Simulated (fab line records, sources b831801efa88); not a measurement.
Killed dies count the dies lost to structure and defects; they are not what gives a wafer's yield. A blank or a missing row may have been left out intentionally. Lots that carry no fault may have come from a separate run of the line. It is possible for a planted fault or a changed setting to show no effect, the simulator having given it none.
fab line records -- flow gf180mcu -- part 1 of 2: steps 1 to 32 of 42
[record] lots = 5, wafers = 15, lastDay = 34
route steps=602 shown HV_LDD@176
lots that met no fault: from a run of the same line without faults
startH: hours from the record's opening day to when the first of the lot's shown wafers began -- waitH: how many hours have passed since the lot's step before this one -- " as in the row above -- L1.1+2: a single row standing in for several wafers -- - no value, or no start given -- * or withheld: withheld -- < > ~ a bound
route shown NAME@n: NAME is a module with steps in the file, n the number in the route of the first one -- usual: mean and standard deviation over wafers with no fault -- same: alike in all rows -- chamber/n: place in a boat -- sites: per-site readings -- _std_site: standard deviation of those values -- _edge_site: mean of outer sites minus mean of inner sites -- radiusMm: how far each site lies from the wafer's centre -- mask NAME#n: copy n -- behind: the tool/chamber that last shaped the wafer -- hold: reason for holding the lot/hours on hold/outcome of the hold -- device: the transistor (n, p or np) that didn't switch -- end of line: the route-end tests of the same wafers -- a step given without rows: its recipe and nothing more -- killed: at the first sort, the dies lost to defects and structure; wafer yield is something else -- map: dies across one wafer; x = killed, . = not, _ = none there
set.NAME: the run value of the setting; set.NAME@STEP: its run value at that earlier step -- model.NAME: the simulator's own value behind a step, which no gauge read
a table for each step, a row for each wafer; lots at some steps of the route
services: when a tool's chamber went out of use (startH, in hours from the record's first day, below 0 if earlier), for how many hours, and the reason
[[steps]]
[step GF_HV_LDD_DEHYDRATE_00]
[recipe] tempC = 200, timeS = 60
lot.wafer,tool,chamber,startH,waitH
L076.2+3+6,lithoTrack-04,0,219.12,8.4
L078.2+3+4,lithoTrack-02,0,233.55,8.4
L083.1+4+5,lithoTrack-03,0,274.13,8.8
L089.2+3+5,lithoTrack-03,0,316.35,10.2
L096.1+5+6,lithoTrack-04,0,370.14,10.5
[step GF_HV_LDD_HMDS_01]
[recipe] primeTimeS = 60, primeTempC = 120
[usual] primeTempC = 119.99/0.13
lot.wafer,tool,chamber,startH,waitH,primeTempC
L076.2,lithoTrack-04,0,219.27,0.1,120.11
L076.3,lithoTrack-04,0,219.27,0.1,120.01
L076.6,lithoTrack-04,0,219.27,0.1,120.02
L078.2,lithoTrack-02,0,233.70,0.1,120.14
L078.3,lithoTrack-02,0,233.70,0.1,120.09
L078.4,lithoTrack-02,0,233.70,0.1,120.03
L083.1,lithoTrack-03,0,274.28,0.1,120.06
L083.4,lithoTrack-03,0,274.28,0.1,120.16
L083.5,lithoTrack-03,0,274.28,0.1,119.93
L089.2,lithoTrack-03,0,316.50,0.1,120.12
L089.3,lithoTrack-03,0,316.50,0.1,119.95
L089.5,lithoTrack-03,0,316.50,0.1,119.97
L096.1,lithoTrack-04,0,370.29,0.1,120.03
L096.5,lithoTrack-04,0,370.29,0.1,120.07
L096.6,lithoTrack-04,0,370.29,0.1,119.98
[step GF_HV_LDD_COAT_02]
[recipe] resist = NOVOLAK, spinRpm = 3000, resistThkNm = 1000
lot.wafer,tool,chamber,startH,waitH
L076.2+3+6,lithoTrack-04,0,219.42,0.1
L078.2+3+4,lithoTrack-02,0,233.85,0.1
L083.1+4+5,lithoTrack-03,0,274.43,0.1
L089.2+3+5,lithoTrack-03,0,316.65,0.1
L096.1+5+6,lithoTrack-04,0,370.44,0.1
[step GF_HV_LDD_SOFTBAKE_03]
[recipe] tempC = 90, timeS = 60, resist = NOVOLAK
lot.wafer,tool,chamber,startH,waitH
L076.2+3+6,lithoTrack-04,0,219.57,0.1
L078.2+3+4,lithoTrack-02,0,234.00,0.1
L083.1+4+5,lithoTrack-03,0,274.58,0.1
L089.2+3+5,lithoTrack-03,0,316.80,0.1
L096.1+5+6,lithoTrack-04,0,370.59,0.1
[step GF_HV_LDD_EXPOSE_04]
[recipe] maskId = Nplus_LV_AREA, targetCdNm = 400, na = 0.6, sourceShape = conventional, sigmaOuter = 0.6, doseMj = 140
[usual] reticleTempC = 23.00/0.096
lot.wafer,tool,chamber,startH,waitH,mask,reticleTempC
L076.2,ilineStepper-01,0,-,-,Nplus_LV_AREA#0,23.01
L076.3,ilineStepper-01,0,-,-,Nplus_LV_AREA#0,22.84
L076.6,ilineStepper-01,0,-,-,Nplus_LV_AREA#0,23.02
L078.2,ilineStepper-01,0,-,-,Nplus_LV_AREA#0,22.97
L078.3,ilineStepper-01,0,-,-,Nplus_LV_AREA#0,23.06
L078.4,ilineStepper-01,0,-,-,Nplus_LV_AREA#0,23.05
L083.1,ilineStepper-01,0,-,-,Nplus_LV_AREA#0,22.79
L083.4,ilineStepper-01,0,-,-,Nplus_LV_AREA#0,22.98
L083.5,ilineStepper-01,0,-,-,Nplus_LV_AREA#0,22.93
L089.2,ilineStepper-01,0,-,-,Nplus_LV_AREA#0,23.02
L089.3,ilineStepper-01,0,-,-,Nplus_LV_AREA#0,22.92
L089.5,ilineStepper-01,0,-,-,Nplus_LV_AREA#0,22.90
L096.1,ilineStepper-01,0,-,-,Nplus_LV_AREA#0,22.96
L096.5,ilineStepper-01,0,-,-,Nplus_LV_AREA#0,22.89
L096.6,ilineStepper-01,0,-,-,Nplus_LV_AREA#0,22.86
[step GF_HV_LDD_PEB_05]
[recipe] tempC = withheld, timeS = *, resist = NOVOLAK
lot.wafer,tool,chamber,startH,waitH
L076.2+3+6,lithoTrack-02,0,-,-
L078.2+3+4,lithoTrack-03,0,-,-
L083.1+4+5,lithoTrack-02,0,-,-
L089.2+3+5,lithoTrack-04,0,-,-
L096.1+5+6,lithoTrack-03,0,-,-
[step GF_HV_LDD_DEVELOP_06]
[recipe] developTimeS = 60, devTempC = 23
lot.wafer,tool,chamber,startH,waitH
L076.2+3+6,lithoTrack-02,0,228.00,0.1
L078.2+3+4,lithoTrack-03,0,242.75,0.1
L083.1+4+5,lithoTrack-02,0,284.23,0.1
L089.2+3+5,lithoTrack-04,0,327.11,0.1
L096.1+5+6,lithoTrack-03,0,381.12,0.1
[step GF_HV_LDD_CD_MEAS_07]
[recipe] targetCdNm = 400
[usual] cdNm = 399.8/2.2
lot.wafer,tool,chamber,startH,waitH,cdNm
L076.2,cdSem-01,-,228.15,0.1,401.0
L076.3,cdSem-01,-,228.15,0.1,402.8
L076.6,cdSem-01,-,228.15,0.1,399.2
L078.2,cdSem-02,-,242.90,0.1,400.8
L078.3,cdSem-02,-,242.90,0.1,403.1
L078.4,cdSem-02,-,242.90,0.1,403.4
L083.1,cdSem-01,-,284.38,0.1,399.2
L083.4,cdSem-01,-,284.38,0.1,396.3
L083.5,cdSem-01,-,284.38,0.1,398.8
L089.2,cdSem-02,-,327.26,0.1,402.2
L089.3,cdSem-02,-,327.26,0.1,401.5
L089.5,cdSem-02,-,327.26,0.1,401.2
L096.1,cdSem-02,-,381.27,0.1,395.5
L096.5,cdSem-02,-,381.27,0.1,400.4
L096.6,cdSem-02,-,381.27,0.1,398.0
[step GF_HV_LDD_OVL_MEAS_08]
[usual] HV_LDD_OVL = 1.0/1.2
lot.wafer,tool,chamber,startH,waitH,HV_LDD_OVL[nm]
L076.2,overlay-01,-,228.25,0.1,-0.6
L076.3,overlay-01,-,228.25,0.1,0.5
L076.6,overlay-01,-,228.25,0.1,1.1
L078.2,overlay-01,-,243.00,0.1,2.5
L078.3,overlay-01,-,243.00,0.1,1.7
L078.4,overlay-01,-,243.00,0.1,2.8
L083.1,overlay-02,-,284.50,0.1,0.1
L083.4,overlay-02,-,284.50,0.1,-1.1
L083.5,overlay-02,-,284.50,0.1,0.4
L089.2,overlay-02,-,327.37,0.1,-2.2
L089.3,overlay-02,-,327.37,0.1,-0.6
L089.5,overlay-02,-,327.37,0.1,-1.2
L096.1,overlay-01,-,381.39,0.1,0.7
L096.5,overlay-01,-,381.39,0.1,1.3
L096.6,overlay-01,-,381.39,0.1,1.7
[step GF_HV_LDD_IMPLANT_09]
[recipe] species = As, energyKev = 40, doseCm2 = 1e+14, tiltDeg = 7
[usual] tiltDeg = 7.000/0.018
lot.wafer,tool,chamber,startH,waitH,tiltDeg
L076.2,implanter-01,0,228.31,0.0,6.972
L076.3,implanter-01,0,228.31,0.0,6.999
L076.6,implanter-01,0,228.31,0.0,6.986
L078.2,implanter-04,0,243.06,0.0,6.962
L078.3,implanter-04,0,243.06,0.0,6.975
L078.4,implanter-04,0,243.06,0.0,6.967
L083.1,implanter-04,0,284.53,0.0,7.014
L083.4,implanter-04,0,284.53,0.0,6.991
L083.5,implanter-04,0,284.53,0.0,7.012
L089.2,implanter-01,0,327.42,0.0,6.992
L089.3,implanter-01,0,327.42,0.0,6.964
L089.5,implanter-01,0,327.42,0.0,7.000
L096.1,implanter-01,0,381.43,0.0,7.015
L096.5,implanter-01,0,381.43,0.0,7.010
L096.6,implanter-01,0,381.43,0.0,7.005
[step GF_HV_LDD_STRIP_10]
[recipe] chemistry = O2/N2, powerW = 1400, pressureMtorr = 1500, platenTempC = 250, o2FlowSccm = 3000, n2FlowSccm = 300, overashFraction = 0.5
[usual] drypumpMotorCurrentA = 5.6/0.49, heaterPowerW = 334/44, oesProductAu = 0.715/0.0048, stripTimeToEndpointS = 12.62/0.033
lot.wafer,tool,chamber,startH,waitH,drypumpMotorCurrentA,heaterPowerW,oesProductAu,rfHoursCounterH,stripTimeToEndpointS
L076.2,plasmaAsher-04,1,228.43,0.1,6.0,387,0.715,45,12.61
L076.3,plasmaAsher-04,0,228.43,0.1,6.0,278,0.710,-,12.57
L076.6,plasmaAsher-04,0,228.43,0.1,6.0,274,0.714,-,12.57
L078.2,plasmaAsher-02,1,243.18,0.1,6.2,411,0.718,65,12.62
L078.3,plasmaAsher-02,0,243.18,0.1,5.3,306,0.707,-,12.60
L078.4,plasmaAsher-02,1,243.18,0.1,6.2,416,0.720,-,12.59
L083.1,plasmaAsher-03,1,284.68,0.1,4.9,332,0.718,14,12.66
L083.4,plasmaAsher-03,0,284.68,0.1,5.7,309,0.711,-,12.64
L083.5,plasmaAsher-03,0,284.68,0.1,5.7,310,0.713,-,12.64
L089.2,plasmaAsher-03,1,327.55,0.1,4.8,328,0.718,18,12.52
L089.3,plasmaAsher-03,1,327.55,0.1,4.8,322,0.722,-,12.58
L089.5,plasmaAsher-03,1,327.55,0.1,4.8,326,0.710,-,12.54
L096.1,plasmaAsher-03,0,381.58,0.1,5.7,306,0.716,24,12.65
L096.5,plasmaAsher-03,1,381.58,0.1,4.9,328,0.713,-,12.59
L096.6,plasmaAsher-03,0,381.58,0.1,5.7,317,0.716,-,12.61
[step GF_HV_LDD_TW_MEAS_11]
[usual] HV_LDD_TW = 2404/25
lot.wafer,tool,chamber,startH,waitH,HV_LDD_TW
L076.2,filmMetro-04,-,228.54,0.1,2382
L076.3,filmMetro-04,-,228.54,0.1,2385
L076.6,filmMetro-04,-,228.54,0.1,2367
L078.2,filmMetro-03,-,243.29,0.1,2389
L078.3,filmMetro-03,-,243.29,0.1,2396
L078.4,filmMetro-03,-,243.29,0.1,2394
L083.1,filmMetro-04,-,284.78,0.1,2384
L083.4,filmMetro-04,-,284.78,0.1,2377
L083.5,filmMetro-04,-,284.78,0.1,2393
L089.2,filmMetro-04,-,327.66,0.1,2405
L089.3,filmMetro-04,-,327.66,0.1,2395
L089.5,filmMetro-04,-,327.66,0.1,2380
L096.1,filmMetro-03,-,381.68,0.1,2385
L096.5,filmMetro-03,-,381.68,0.1,2386
L096.6,filmMetro-03,-,381.68,0.1,2384
[step GF_HV_LDD_DEHYDRATE_12]
[recipe] tempC = 200, timeS = 60
lot.wafer,tool,chamber,startH,waitH
L076.2+3+6,lithoTrack-02,0,237.40,8.8
L078.2+3+4,lithoTrack-02,0,252.00,8.7
L083.1+4+5,lithoTrack-02,0,294.48,9.7
L089.2+3+5,lithoTrack-02,0,337.75,10.1
L096.1+5+6,lithoTrack-02,0,393.18,11.5
[step GF_HV_LDD_HMDS_13]
[recipe] primeTimeS = 60, primeTempC = 120
[usual] primeTempC = 120.02/0.13
lot.wafer,tool,chamber,startH,waitH,primeTempC
L076.2,lithoTrack-02,0,237.55,0.1,119.90
L076.3,lithoTrack-02,0,237.55,0.1,120.00
L076.6,lithoTrack-02,0,237.55,0.1,119.85
L078.2,lithoTrack-02,0,252.15,0.1,119.99
L078.3,lithoTrack-02,0,252.15,0.1,119.84
L078.4,lithoTrack-02,0,252.15,0.1,119.91
L083.1,lithoTrack-02,0,294.63,0.1,120.14
L083.4,lithoTrack-02,0,294.63,0.1,119.96
L083.5,lithoTrack-02,0,294.63,0.1,120.05
L089.2,lithoTrack-02,0,337.90,0.1,120.01
L089.3,lithoTrack-02,0,337.90,0.1,120.07
L089.5,lithoTrack-02,0,337.90,0.1,120.14
L096.1,lithoTrack-02,0,393.33,0.1,119.82
L096.5,lithoTrack-02,0,393.33,0.1,119.99
L096.6,lithoTrack-02,0,393.33,0.1,119.87
[step GF_HV_LDD_COAT_14]
[recipe] resist = NOVOLAK, spinRpm = 3000, resistThkNm = 1000
lot.wafer,tool,chamber,startH,waitH
L076.2+3+6,lithoTrack-02,0,237.70,0.1
L078.2+3+4,lithoTrack-02,0,252.30,0.1
L083.1+4+5,lithoTrack-02,0,294.78,0.1
L089.2+3+5,lithoTrack-02,0,338.05,0.1
L096.1+5+6,lithoTrack-02,0,393.48,0.1
[step GF_HV_LDD_SOFTBAKE_15]
[recipe] tempC = 90, timeS = 60, resist = NOVOLAK
lot.wafer,tool,chamber,startH,waitH
L076.2+3+6,lithoTrack-02,0,237.85,0.1
L078.2+3+4,lithoTrack-02,0,252.45,0.1
L083.1+4+5,lithoTrack-02,0,294.93,0.1
L089.2+3+5,lithoTrack-02,0,338.20,0.1
L096.1+5+6,lithoTrack-02,0,393.63,0.1
[step GF_HV_LDD_EXPOSE_16]
[recipe] maskId = Pplus_LV_AREA, targetCdNm = 400, na = 0.6, sourceShape = conventional, sigmaOuter = 0.6, doseMj = 140
[usual] reticleTempC = 23.03/0.095
lot.wafer,tool,chamber,startH,waitH,mask,reticleTempC
L076.2,ilineStepper-01,0,-,-,Pplus_LV_AREA#0,23.04
L076.3,ilineStepper-01,0,-,-,Pplus_LV_AREA#0,23.02
L076.6,ilineStepper-01,0,-,-,Pplus_LV_AREA#0,23.12
L078.2,ilineStepper-01,0,-,-,Pplus_LV_AREA#0,23.18
L078.3,ilineStepper-01,0,-,-,Pplus_LV_AREA#0,23.12
L078.4,ilineStepper-01,0,-,-,Pplus_LV_AREA#0,23.01
L083.1,ilineStepper-01,0,-,-,Pplus_LV_AREA#0,23.13
L083.4,ilineStepper-01,0,-,-,Pplus_LV_AREA#0,23.12
L083.5,ilineStepper-01,0,-,-,Pplus_LV_AREA#0,23.08
L089.2,ilineStepper-01,0,-,-,Pplus_LV_AREA#0,22.93
L089.3,ilineStepper-01,0,-,-,Pplus_LV_AREA#0,22.97
L089.5,ilineStepper-01,0,-,-,Pplus_LV_AREA#0,22.93
L096.1,ilineStepper-01,0,-,-,Pplus_LV_AREA#0,23.04
L096.5,ilineStepper-01,0,-,-,Pplus_LV_AREA#0,23.09
L096.6,ilineStepper-01,0,-,-,Pplus_LV_AREA#0,23.04
[step GF_HV_LDD_PEB_17]
[recipe] tempC = withheld, timeS = *, resist = NOVOLAK
lot.wafer,tool,chamber,startH,waitH
L076.2+3+6,lithoTrack-03,0,-,-
L078.2+3+4,lithoTrack-02,0,-,-
L083.1+4+5,lithoTrack-03,0,-,-
L089.2+3+5,lithoTrack-02,0,-,-
L096.1+5+6,lithoTrack-02,0,-,-
[step GF_HV_LDD_DEVELOP_18]
[recipe] developTimeS = 60, devTempC = 23
lot.wafer,tool,chamber,startH,waitH
L076.2+3+6,lithoTrack-03,0,246.75,0.1
L078.2+3+4,lithoTrack-02,0,261.35,0.1
L083.1+4+5,lithoTrack-03,0,304.93,0.1
L089.2+3+5,lithoTrack-02,0,348.80,0.1
L096.1+5+6,lithoTrack-02,0,405.17,0.1
[step GF_HV_LDD_CD_MEAS_19]
[recipe] targetCdNm = 400
[usual] cdNm = 400.4/2.1
lot.wafer,tool,chamber,startH,waitH,cdNm
L076.2,cdSem-01,-,246.90,0.1,398.2
L076.3,cdSem-01,-,246.90,0.1,399.3
L076.6,cdSem-01,-,246.90,0.1,400.1
L078.2,cdSem-02,-,261.50,0.1,395.1
L078.3,cdSem-02,-,261.50,0.1,399.6
L078.4,cdSem-02,-,261.50,0.1,399.5
L083.1,cdSem-02,-,305.08,0.1,398.8
L083.4,cdSem-02,-,305.08,0.1,399.1
L083.5,cdSem-02,-,305.08,0.1,400.0
L089.2,cdSem-01,-,348.95,0.1,401.7
L089.3,cdSem-01,-,348.95,0.1,402.7
L089.5,cdSem-01,-,348.95,0.1,404.4
L096.1,cdSem-02,-,405.32,0.1,400.3
L096.5,cdSem-02,-,405.32,0.1,401.7
L096.6,cdSem-02,-,405.32,0.1,400.1
[step GF_HV_LDD_OVL_MEAS_20]
[usual] HV_LDD_01_OVL = 0.2/1.3
lot.wafer,tool,chamber,startH,waitH,HV_LDD_01_OVL[nm]
L076.2,overlay-02,-,247.00,0.1,0.7
L076.3,overlay-02,-,247.00,0.1,-1.2
L076.6,overlay-02,-,247.00,0.1,-0.9
L078.2,overlay-01,-,261.60,0.1,0.9
L078.3,overlay-01,-,261.60,0.1,0.5
L078.4,overlay-01,-,261.60,0.1,0.5
L083.1,overlay-01,-,305.20,0.1,1.3
L083.4,overlay-01,-,305.20,0.1,0.9
L083.5,overlay-01,-,305.20,0.1,0.2
L089.2,overlay-01,-,349.05,0.1,0.0
L089.3,overlay-01,-,349.05,0.1,-1.3
L089.5,overlay-01,-,349.05,0.1,0.1
L096.1,overlay-02,-,405.44,0.1,3.7
L096.5,overlay-02,-,405.44,0.1,2.0
L096.6,overlay-02,-,405.44,0.1,1.7
[step GF_HV_LDD_IMPLANT_21]
[recipe] species = BF2, energyKev = 25, doseCm2 = 5e+13, tiltDeg = 7
[usual] tiltDeg = 7.001/0.023
lot.wafer,tool,chamber,startH,waitH,tiltDeg
L076.2,implanter-01,0,247.06,0.0,7.008
L076.3,implanter-01,0,247.06,0.0,6.970
L076.6,implanter-01,0,247.06,0.0,6.995
L078.2,implanter-01,0,261.66,0.0,7.001
L078.3,implanter-01,0,261.66,0.0,7.014
L078.4,implanter-01,0,261.66,0.0,7.022
L083.1,implanter-01,0,305.23,0.0,7.015
L083.4,implanter-01,0,305.23,0.0,6.999
L083.5,implanter-01,0,305.23,0.0,6.991
L089.2,implanter-03,0,349.11,0.0,7.029
L089.3,implanter-03,0,349.11,0.0,7.030
L089.5,implanter-03,0,349.11,0.0,6.984
L096.1,implanter-01,0,405.48,0.0,7.027
L096.5,implanter-01,0,405.48,0.0,7.004
L096.6,implanter-01,0,405.48,0.0,7.022
[step GF_HV_LDD_STRIP_22]
[recipe] chemistry = O2/N2, powerW = 1400, pressureMtorr = 1500, platenTempC = 250, o2FlowSccm = 3000, n2FlowSccm = 300, overashFraction = 0.5
[usual] drypumpMotorCurrentA = 5.7/0.48, heaterPowerW = 335/47, oesProductAu = 0.716/0.0048, stripTimeToEndpointS = 12.62/0.034
lot.wafer,tool,chamber,startH,waitH,drypumpMotorCurrentA,heaterPowerW,oesProductAu,rfHoursCounterH,stripTimeToEndpointS
L076.2,plasmaAsher-03,0,247.18,0.1,5.7,311,0.719,10,12.61
L076.3,plasmaAsher-03,0,247.18,0.1,5.7,308,0.722,-,12.57
L076.6,plasmaAsher-03,0,247.18,0.1,5.7,304,0.713,-,12.58
L078.2,plasmaAsher-04,1,261.78,0.1,6.0,386,0.712,48,12.60
L078.3,plasmaAsher-04,1,261.78,0.1,6.0,371,0.723,-,12.59
L078.4,plasmaAsher-04,0,261.78,0.1,6.0,269,0.717,-,12.58
L083.1,plasmaAsher-03,0,305.38,0.1,5.7,306,0.713,16,12.58
L083.4,plasmaAsher-03,1,305.38,0.1,4.9,327,0.709,-,12.58
L083.5,plasmaAsher-03,1,305.38,0.1,4.8,332,0.710,-,12.61
L089.2,plasmaAsher-04,1,349.23,0.1,6.1,376,0.720,57,12.62
L089.3,plasmaAsher-04,0,349.23,0.1,6.0,273,0.723,-,12.63
L089.5,plasmaAsher-04,0,349.23,0.1,6.0,278,0.714,-,12.64
L096.1,plasmaAsher-03,0,405.63,0.1,5.7,306,0.724,26,12.57
L096.5,plasmaAsher-03,1,405.63,0.1,4.8,323,0.719,-,12.59
L096.6,plasmaAsher-03,0,405.63,0.1,5.6,308,0.716,-,12.60
[step GF_HV_LDD_TW_MEAS_23]
[usual] HV_LDD_2_TW = 1051/12
lot.wafer,tool,chamber,startH,waitH,HV_LDD_2_TW
L076.2,filmMetro-03,-,247.29,0.1,1049
L076.3,filmMetro-03,-,247.29,0.1,1044
L076.6,filmMetro-03,-,247.29,0.1,1049
L078.2,filmMetro-01,-,261.89,0.1,1063
L078.3,filmMetro-01,-,261.89,0.1,1063
L078.4,filmMetro-01,-,261.89,0.1,1066
L083.1,filmMetro-01,-,305.48,0.1,1063
L083.4,filmMetro-01,-,305.48,0.1,1074
L083.5,filmMetro-01,-,305.48,0.1,1069
L089.2,filmMetro-01,-,349.34,0.1,1059
L089.3,filmMetro-01,-,349.34,0.1,1066
L089.5,filmMetro-01,-,349.34,0.1,1060
L096.1,filmMetro-03,-,405.73,0.1,1044
L096.5,filmMetro-03,-,405.73,0.1,1044
L096.6,filmMetro-03,-,405.73,0.1,1039
[step GF_HV_LDD_DEHYDRATE_24]
[recipe] tempC = 200, timeS = 60
lot.wafer,tool,chamber,startH,waitH
L076.2+3+6,lithoTrack-03,0,255.60,8.3
L078.2+3+4,lithoTrack-04,0,270.62,8.7
L083.1+4+5,lithoTrack-04,0,315.19,9.7
L089.2+3+5,lithoTrack-02,0,359.75,10.4
L096.1+5+6,lithoTrack-04,0,417.14,11.4
[step GF_HV_LDD_HMDS_25]
[recipe] primeTimeS = 60, primeTempC = 120
[usual] primeTempC = 119.98/0.14
lot.wafer,tool,chamber,startH,waitH,primeTempC
L076.2,lithoTrack-03,0,255.75,0.1,119.83
L076.3,lithoTrack-03,0,255.75,0.1,119.86
L076.6,lithoTrack-03,0,255.75,0.1,119.71
L078.2,lithoTrack-04,0,270.77,0.1,120.13
L078.3,lithoTrack-04,0,270.77,0.1,120.02
L078.4,lithoTrack-04,0,270.77,0.1,120.04
L083.1,lithoTrack-04,0,315.34,0.1,119.92
L083.4,lithoTrack-04,0,315.34,0.1,120.19
L083.5,lithoTrack-04,0,315.34,0.1,120.16
L089.2,lithoTrack-02,0,359.90,0.1,120.25
L089.3,lithoTrack-02,0,359.90,0.1,120.05
L089.5,lithoTrack-02,0,359.90,0.1,120.24
L096.1,lithoTrack-04,0,417.29,0.1,119.84
L096.5,lithoTrack-04,0,417.29,0.1,120.15
L096.6,lithoTrack-04,0,417.29,0.1,120.32
[step GF_HV_LDD_COAT_26]
[recipe] resist = NOVOLAK, spinRpm = 3000, resistThkNm = 1000
lot.wafer,tool,chamber,startH,waitH
L076.2+3+6,lithoTrack-03,0,255.90,0.1
L078.2+3+4,lithoTrack-04,0,270.92,0.1
L083.1+4+5,lithoTrack-04,0,315.49,0.1
L089.2+3+5,lithoTrack-02,0,360.05,0.1
L096.1+5+6,lithoTrack-04,0,417.44,0.1
[step GF_HV_LDD_SOFTBAKE_27]
[recipe] tempC = 90, timeS = 60, resist = NOVOLAK
lot.wafer,tool,chamber,startH,waitH
L076.2+3+6,lithoTrack-03,0,256.05,0.1
L078.2+3+4,lithoTrack-04,0,271.07,0.1
L083.1+4+5,lithoTrack-04,0,315.64,0.1
L089.2+3+5,lithoTrack-02,0,360.20,0.1
L096.1+5+6,lithoTrack-04,0,417.59,0.1
[step GF_HV_LDD_EXPOSE_28]
[recipe] maskId = Nplus_HV_AREA, targetCdNm = 400, na = 0.6, sourceShape = conventional, sigmaOuter = 0.6, doseMj = 140
[usual] reticleTempC = 22.98/0.1
lot.wafer,tool,chamber,startH,waitH,mask,reticleTempC
L076.2,ilineStepper-02,0,-,-,Nplus_HV_AREA#0,23.25
L076.3,ilineStepper-02,0,-,-,Nplus_HV_AREA#0,23.09
L076.6,ilineStepper-02,0,-,-,Nplus_HV_AREA#0,23.10
L078.2,ilineStepper-01,0,-,-,Nplus_HV_AREA#0,22.85
L078.3,ilineStepper-01,0,-,-,Nplus_HV_AREA#0,22.89
L078.4,ilineStepper-01,0,-,-,Nplus_HV_AREA#0,22.96
L083.1,ilineStepper-01,0,-,-,Nplus_HV_AREA#0,22.88
L083.4,ilineStepper-01,0,-,-,Nplus_HV_AREA#0,22.90
L083.5,ilineStepper-01,0,-,-,Nplus_HV_AREA#0,22.88
L089.2,ilineStepper-02,0,-,-,Nplus_HV_AREA#0,22.95
L089.3,ilineStepper-02,0,-,-,Nplus_HV_AREA#0,22.94
L089.5,ilineStepper-02,0,-,-,Nplus_HV_AREA#0,22.97
L096.1,ilineStepper-01,0,-,-,Nplus_HV_AREA#0,23.02
L096.5,ilineStepper-01,0,-,-,Nplus_HV_AREA#0,22.90
L096.6,ilineStepper-01,0,-,-,Nplus_HV_AREA#0,22.83
[step GF_HV_LDD_PEB_29]
[recipe] tempC = withheld, timeS = *, resist = NOVOLAK
lot.wafer,tool,chamber,startH,waitH
L076.2+3+6,lithoTrack-03,0,-,-
L078.2+3+4,lithoTrack-03,0,-,-
L083.1+4+5,lithoTrack-04,0,-,-
L089.2+3+5,lithoTrack-02,0,-,-
L096.1+5+6,lithoTrack-03,0,-,-
[step GF_HV_LDD_DEVELOP_30]
[recipe] developTimeS = 60, devTempC = 23
lot.wafer,tool,chamber,startH,waitH
L076.2+3+6,lithoTrack-03,0,265.65,0.1
L078.2+3+4,lithoTrack-03,0,281.05,0.1
L083.1+4+5,lithoTrack-04,0,326.44,0.1
L089.2+3+5,lithoTrack-02,0,371.30,0.1
L096.1+5+6,lithoTrack-03,0,428.92,0.1
[step GF_HV_LDD_CD_MEAS_31]
[recipe] targetCdNm = 400
[usual] cdNm = 399.9/1.9
lot.wafer,tool,chamber,startH,waitH,cdNm
L076.2,cdSem-01,-,265.80,0.1,399.9
L076.3,cdSem-01,-,265.80,0.1,398.8
L076.6,cdSem-01,-,265.80,0.1,395.8
L078.2,cdSem-02,-,281.20,0.1,398.0
L078.3,cdSem-02,-,281.20,0.1,398.8
L078.4,cdSem-02,-,281.20,0.1,398.8
L083.1,cdSem-01,-,326.59,0.1,400.2
L083.4,cdSem-01,-,326.59,0.1,397.7
L083.5,cdSem-01,-,326.59,0.1,398.9
L089.2,cdSem-01,-,371.45,0.1,399.1
L089.3,cdSem-01,-,371.45,0.1,398.5
L089.5,cdSem-01,-,371.45,0.1,400.4
L096.1,cdSem-02,-,429.07,0.1,400.4
L096.5,cdSem-02,-,429.07,0.1,400.6
L096.6,cdSem-02,-,429.07,0.1,401.5
